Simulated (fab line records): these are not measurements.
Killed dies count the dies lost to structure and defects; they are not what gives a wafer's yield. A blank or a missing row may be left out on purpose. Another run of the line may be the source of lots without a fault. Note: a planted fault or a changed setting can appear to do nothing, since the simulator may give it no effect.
Which tool is to blame? | flow sky130 | 11 lots with 33 wafers sampled at 6 steps, on a route of 708 steps

WHAT THE GAUGES READ, wafer by wafer
SKY_VT_ADJUST_HVTP_TW_MEAS_11.
lot  | measured     | on            | VT_ADJUST_HVTP_TW
L529 | day 6 03:45  | film_metro-03 | 1369 1374 1372
L531 | day 6 19:14  | film_metro-02 | 1356 1358 1362
L533 | day 7 05:56  | film_metro-03 | 1374 1374 1372
L534 | day 7 09:03  | film_metro-03 | 1377 1369 1373
L535 | day 7 15:18  | film_metro-01 | 1349 1351 1347
L536 | day 7 22:39  | film_metro-03 | 1376 1377 1375
L545 | day 10 12:16 | film_metro-01 | 1347 1349 1344
L546 | day 10 17:06 | film_metro-01 | 1347 1351 1348
L548 | day 11 02:16 | film_metro-01 | 1346 1345 1350
L551 | day 11 19:52 | film_metro-02 | 1361 1366 1359
L552 | day 12 11:41 | film_metro-02 | 1361 1361 1365

SKY_SD_N_RS_MEAS_16: measurement is done with a four-point probe.
lot  | measured     | on            | SD_N_RS (ohm/sq)
L529 | day 27 22:50 | film_metro-01 | 68.54 68.50 68.56
L531 | day 28 20:20 | film_metro-02 | 68.67 68.57 68.63
L533 | day 29 08:22 | film_metro-01 | 68.57 68.77 68.72
L534 | day 29 13:05 | film_metro-01 | 69.77 69.77 69.74 69.69 69.78 69.83
L535 | day 30 04:49 | film_metro-03 | 69.93 69.81 69.72 69.87 69.68 69.71
L536 | day 30 10:14 | film_metro-03 | 69.47 69.65 69.71 69.70 69.64 69.59
L545 | day 33 14:45 | film_metro-03 | 68.61 68.70 68.67
L546 | day 34 03:02 | film_metro-03 | 68.69 68.62 68.59
L548 | day 34 10:43 | film_metro-01 | 68.69 68.78 68.68
L551 | day 35 02:47 | film_metro-01 | 68.57 68.56 68.58
L552 | day 35 17:14 | film_metro-03 | 68.56 68.76 68.69

SKY_METAL2_OVL_MEAS_16.
lot  | measured     | on         | METAL2_OVL (nm)
L529 | day 35 05:40 | overlay-02 | 8 7 -5
L531 | day 35 23:04 | overlay-01 | 2 8 3
L533 | day 36 11:00 | overlay-02 | -9 -16 -16
L534 | day 36 19:42 | overlay-01 | -12 -9 2
L535 | day 37 05:49 | overlay-01 | -22 -16 -16
L536 | day 37 10:33 | overlay-02 | 4 0 -4
L545 | day 40 08:28 | overlay-01 | -2 -9 0
L546 | day 40 21:28 | overlay-02 | 11 0 4
L548 | day 41 01:22 | overlay-02 | 2 -10 -6
L551 | day 41 18:55 | overlay-01 | -11 -12 -11
L552 | day 42 10:07 | overlay-02 | -1 5 -5

EACH LOT AND THE TOOL THAT RAN IT (in order: tool; ch and the chambers of the sampled wafers; start)
lot  | SKY_SD_N_IMPLANT_09             | SKY_SD_N_STRIP_11                    | SKY_METAL2_SPUTTER_01
L529 | implanter-04 ch 0, day 27 22:10 | plasma_asher-04 ch 1, day 27 22:26   | pvd_sputter-02, day 34 02:55
L531 | implanter-03 ch 0, day 28 19:39 | plasma_asher-02 ch 0,1, day 28 19:57 | pvd_sputter-03, day 34 20:23
L533 | implanter-04 ch 0, day 29 07:41 | plasma_asher-01 ch 0,1, day 29 07:59 | pvd_sputter-01, day 35 08:10
L534 | implanter-04 ch 0, day 29 12:20 | plasma_asher-01 ch 0, day 29 12:38   | pvd_sputter-02, day 35 17:55
L535 | implanter-04 ch 0, day 30 04:08 | plasma_asher-01 ch 0,1, day 30 04:26 | pvd_sputter-02, day 36 04:05
L536 | implanter-04 ch 0, day 30 09:33 | plasma_asher-02 ch 0,1, day 30 09:51 | pvd_sputter-01, day 36 07:55
L545 | implanter-04 ch 0, day 33 14:04 | plasma_asher-04 ch 0,1, day 33 14:21 | pvd_sputter-03, day 39 07:49
L546 | implanter-04 ch 0, day 34 02:22 | plasma_asher-01 ch 0,1, day 34 02:38 | pvd_sputter-01, day 39 20:45
L548 | implanter-04 ch 0, day 34 10:03 | plasma_asher-02 ch 0,1, day 34 10:20 | pvd_sputter-03, day 40 01:44
L551 | implanter-04 ch 0, day 35 02:07 | plasma_asher-02 ch 0,1, day 35 02:23 | pvd_sputter-02, day 40 18:26
L552 | implanter-04 ch 0, day 35 16:32 | plasma_asher-01 ch 0,1, day 35 16:50 | pvd_sputter-01, day 41 09:22
- SKY_SD_N_IMPLANT_09
- SKY_SD_N_STRIP_11: strips in O2/N2.
- SKY_METAL2_SPUTTER_01: material TiN, target thk 20 nm, time 16.7 s.

WHAT THE TOOLS THEMSELVES READ (means of the sampled wafers that have a number; where no wafer has one, the mark that the record gives instead)
SKY_SD_N_IMPLANT_09.
lot  | tool         | beam_energy_keV | dose_ions_cm2
L529 | implanter-04 | 49.997          | 3.998e+15
L531 | implanter-03 | 50.015          | 4.001e+15
L533 | implanter-04 | 50.005          | 3.999e+15
L534 | implanter-04 | 49.985          | 3.505e+15
L535 | implanter-04 | 50.022          | 3.503e+15
L536 | implanter-04 | 50.008          | 3.504e+15
L545 | implanter-04 | 50.005          | 4.003e+15
L546 | implanter-04 | 50.014          | 4.002e+15
L548 | implanter-04 | 50.003          | 3.998e+15
L551 | implanter-04 | 49.978          | 4.005e+15
L552 | implanter-04 | 50.002          | 3.999e+15

SKY_SD_N_STRIP_11.
lot  | tool            | chamber_pressure_mTorr (mTorr) | drypump_motor_current_A (A) | n2_flow_sccm (sccm) | oes_product_au (a.u.) | strip_time_to_endpoint_s (s)
L529 | plasma_asher-04 | 1500.0                         | 5.4                         | 300.6               | 0.531                 | 22.58
L531 | plasma_asher-02 | 1499.8                         | 6.3                         | 300.4               | 0.526                 | 22.56
L533 | plasma_asher-01 | 1499.3                         | 5.7                         | 299.7               | 0.521                 | 22.53
L534 | plasma_asher-01 | 1500.6                         | 5.8                         | 299.7               | 0.532                 | 22.03
L535 | plasma_asher-01 | 1500.3                         | 5.7                         | 300.7               | 0.536                 | 22.03
L536 | plasma_asher-02 | 1499.0                         | 6.4                         | 299.9               | 0.533                 | 22.07
L545 | plasma_asher-04 | 1500.3                         | 5.2                         | 299.7               | 0.526                 | 22.59
L546 | plasma_asher-01 | 1499.6                         | 5.8                         | 300.3               | 0.528                 | 22.54
L548 | plasma_asher-02 | 1501.1                         | 6.4                         | 300.1               | 0.525                 | 22.55
L551 | plasma_asher-02 | 1499.5                         | 6.2                         | 300.6               | 0.526                 | 22.56
L552 | plasma_asher-01 | 1500.2                         | 5.7                         | 300.6               | 0.527                 | 22.58

SKY_METAL2_SPUTTER_01.
lot  | tool           | throttle_valve_pct (%)
L529 | pvd_sputter-02 | 30.3
L531 | pvd_sputter-03 | 29.9
L533 | pvd_sputter-01 | 29.6
L534 | pvd_sputter-02 | 30.0
L535 | pvd_sputter-02 | 29.9
L536 | pvd_sputter-01 | 29.3
L545 | pvd_sputter-03 | 29.9
L546 | pvd_sputter-01 | 30.1
L548 | pvd_sputter-03 | 30.0
L551 | pvd_sputter-02 | 30.7
L552 | pvd_sputter-01 | 29.4

THE ANSWER, worked out from the rows above alone
Rule: what is usual is taken from the lots themselves. The widest of any qualifying gaps counts: lots, ordered by their means at a reading, are off when they make up no more than a third of the lots, leave a main group of 4 or more, and stand apart from it by 3 or more times the standard deviation of that group's means. A main group is skipped when, at the precision printed for the reading in the tables above, its means are all equal. A lot without any number at a reading at which 4 lots or more have one is off too. Any other lot the step has rows for is counted as sound. Order of review: gauges by route order, followed by the tools' own readings, for which a lot's mean as printed above is used. The first step at which some lot is off is used, and at that step the reading that is off furthest; a lot without a number counts as furthest.
Off: at SKY_SD_N_RS_MEAS_16 (SD_N_RS), L534, L535, L536. Mean 68.64 ohm/sq and standard deviation 0.057 in the main group.
A tool fits if, at a process step before that reading, it ran every lot that is off, and no sound lot after the first of them. The gauges at SKY_SD_N_RS_MEAS_16 aren't tried: what is off there is off at SKY_SD_N_IMPLANT_09 too, on other tools, and a gauge's error can't cause that. Of those tried, none fits.

WHAT HAD BEEN PUT IN BY THE SIMULATOR
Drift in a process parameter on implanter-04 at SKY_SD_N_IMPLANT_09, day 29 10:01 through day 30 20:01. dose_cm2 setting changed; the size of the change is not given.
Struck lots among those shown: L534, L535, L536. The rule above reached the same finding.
